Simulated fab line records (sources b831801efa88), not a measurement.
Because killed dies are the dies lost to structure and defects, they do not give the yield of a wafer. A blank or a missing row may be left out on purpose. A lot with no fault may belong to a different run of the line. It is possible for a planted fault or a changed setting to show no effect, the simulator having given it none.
What tool caused it? -- flow gf180mcu -- Sampling: 24 lots, 72 wafers, 2 of 602 route steps

WHAT THE GAUGES SHOWED, per wafer
GF_M4_OVL_MEAS_15.
lot,measured,on,M4_OVL (nm)
L074,day 23 13:37,overlay-02,2 0 1
L075,day 23 19:33,overlay-02,0 3 1
L076,day 24 12:58,overlay-01,0 -5 -10
L077,day 24 19:23,overlay-01,-3 1 7
L078,day 25 00:39,overlay-02,-4 -6 -8
L079,day 25 06:18,overlay-02,4 3 8
L080,day 25 20:57,overlay-01,1 1 0
L081,day 26 00:09,overlay-02,-9 1 -4
L082,day 26 14:19,overlay-01,-1 -9 -1
L083,day 26 18:38,overlay-02,11 9 10
L084,day 27 00:39,overlay-01,-8 -16 -8
L085,day 27 11:39,overlay-01,5 2 6
L086,day 27 18:13,overlay-02,3 6 5
L087,day 27 23:58,overlay-01,11 2 1
L088,day 28 11:39,overlay-02,-1 -4 -2
L089,day 28 11:52,overlay-01,-4 0 -3
L090,day 28 18:27,overlay-01,0 4 -6
L091,day 29 01:01,overlay-02,-3 -9 -4
L092,day 29 08:12,overlay-02,0 3 1
L093,day 29 16:32,overlay-01,-8 1 0
L094,day 29 22:42,overlay-01,9 5 4
L095,day 30 09:12,overlay-01,-4 -8 -1
L096,day 30 09:52,overlay-01,-4 6 0
L097,day 30 14:10,overlay-01,-4 -2 -4

WHICH TOOL RAN EACH LOT (tool, then ch and the chambers of the sampled wafers, then the start)
lot,GF_M4_SPUTTER_00
L074,"pvd sputter-01, day 22 14:49"
L075,"pvd sputter-04, day 22 20:54"
L076,"pvd sputter-01, day 23 14:45"
L077,"pvd sputter-01, day 23 20:38"
L078,"pvd sputter-01, day 24 02:29"
L079,"pvd sputter-02, day 24 08:23"
L080,"pvd sputter-01, day 24 22:59"
L081,"pvd sputter-02, day 25 02:32"
L082,"pvd sputter-01, day 25 18:06"
L083,"pvd sputter-01, day 25 21:14"
L084,"pvd sputter-04, day 26 03:43"
L085,"pvd sputter-02, day 26 15:25"
L086,"pvd sputter-01, day 26 21:33"
L087,"pvd sputter-01, day 27 03:31"
L088,"pvd sputter-02, day 27 15:02"
L089,"pvd sputter-04, day 27 15:26"
L090,"pvd sputter-04, day 27 22:38"
L091,"pvd sputter-01, day 28 05:38"
L092,"pvd sputter-02, day 28 12:38"
L093,"pvd sputter-02, day 28 21:14"
L094,"pvd sputter-04, day 29 03:22"
L095,"pvd sputter-02, day 29 13:37"
L096,"pvd sputter-01, day 29 14:37"
L097,"pvd sputter-02, day 29 19:11"
- GF_M4_SPUTTER_00: material Ti, target thk 37.5 nm, time 150 s.

AS READ BY THE TOOLS THEMSELVES (means over the sampled wafers that have a number; for cases with no such wafer, the mark the record gives instead)
GF_M4_SPUTTER_00.
lot,tool,throttle valve pct (%)
L074,pvd sputter-01,28.2
L075,pvd sputter-04,30.7
L076,pvd sputter-01,29.6
L077,pvd sputter-01,28.7
L078,pvd sputter-01,27.8
L079,pvd sputter-02,30.9
L080,pvd sputter-01,27.5
L081,pvd sputter-02,30.7
L082,pvd sputter-01,28.5
L083,pvd sputter-01,27.9
L084,pvd sputter-04,30.2
L085,pvd sputter-02,30.7
L086,pvd sputter-01,30.0
L087,pvd sputter-01,28.8
L088,pvd sputter-02,30.1
L089,pvd sputter-04,30.2
L090,pvd sputter-04,30.1
L091,pvd sputter-01,29.6
L092,pvd sputter-02,30.7
L093,pvd sputter-02,30.4
L094,pvd sputter-04,30.6
L095,pvd sputter-02,30.8
L096,pvd sputter-01,29.2
L097,pvd sputter-02,30.4

THE ANSWER, worked out from the rows above alone
Rule: usual is defined by the lots themselves. The widest of any qualifying gaps counts: lots, ordered by their means at a reading, are off when they make up no more than a third of the lots, leave a main group of 4 or more, and stand apart from it by 3 or more times the standard deviation of that group's means. The tables above print the reading to a certain number of digits; a main group whose means all agree to those digits is not used. A lot without any number at a reading at which 4 lots or more have one is off too. Any other lot the step has rows for is counted as sound. Order of review: gauges by route order, followed by the tools' own readings, for which a lot's mean as printed above is used. At the first step where some lot is off, the reading lying furthest off is the one used; lots without a number count as furthest.
No lot is off on any of the readings shown, so nothing can be concluded from this.

WHAT THE SIMULATOR HAD PUT IN
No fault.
